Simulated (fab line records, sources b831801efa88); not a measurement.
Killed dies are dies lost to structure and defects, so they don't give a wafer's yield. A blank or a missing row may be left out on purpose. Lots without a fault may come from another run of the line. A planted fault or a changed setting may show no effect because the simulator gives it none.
Chamber matching | flow gf180mcu | GF_V5_ETCH_16 on rie_diel-01: 4 sister chambers
The step etches BARC in N2/H2. 8 wafers are shown with their chamber, then 8 later ones without.

WAFERS WITH THEIR CHAMBER
wafer  | chamber | drypump_motor_current_A (A) | h2_flow_sccm (sccm)
L079.3 | 1       | 5.2                         | 199.4
L079.6 | 2       | 5.6                         | 200.6
L081.1 | 1       | 5.2                         | 199.6
L082.3 | 3       | 5.1                         | 198.8
L083.1 | 0       | 6.4                         | 199.4
L083.3 | 3       | 5.0                         | 199.9
L083.4 | 0       | 6.4                         | 200.1
L087.1 | 2       | 5.6                         | 201.0

WAFERS WITHOUT THEIR CHAMBER
wafer  | drypump_motor_current_A (A) | h2_flow_sccm (sccm)
L087.2 | 5.3                         | 199.7
L087.3 | 5.0                         | 200.3
L091.3 | 5.1                         | 199.7
L091.4 | 5.6                         | 201.4
L091.6 | 5.6                         | 200.9
L096.1 | 5.6                         | 200.5
L096.3 | 5.1                         | 199.9
L096.4 | 5.2                         | 200.4

WHICH CHAMBER EACH WENT THROUGH
wafer  | from the rows above     | in truth
L087.2 | 1                       | 1
L087.3 | 3                       | 3
L091.3 | can't be placed: 3 or 1 | 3
L091.4 | 2                       | 2
L091.6 | 2                       | 2
L096.1 | 2                       | 2
L096.3 | can't be placed: 3 or 1 | 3
L096.4 | 1                       | 1
Placed correctly: 6 of 8. Can't be placed from these rows: 2 (the true chamber is among the candidates in 2). Placed wrongly: 0.
How it was worked out, from the rows above alone: a wafer's distance from a chamber is the root of the sum, over the readings, of the square of ((its reading less the chamber's mean) divided by the reading's scatter). The wafer belongs to the nearest chamber; if the next one is less than 2 further off, it can't be placed. A chamber's mean is the mean of its shown wafers. The scatter: the root of (the sum of the squares of (reading less its chamber's mean) over the shown wafers, divided by (wafers less chambers)).
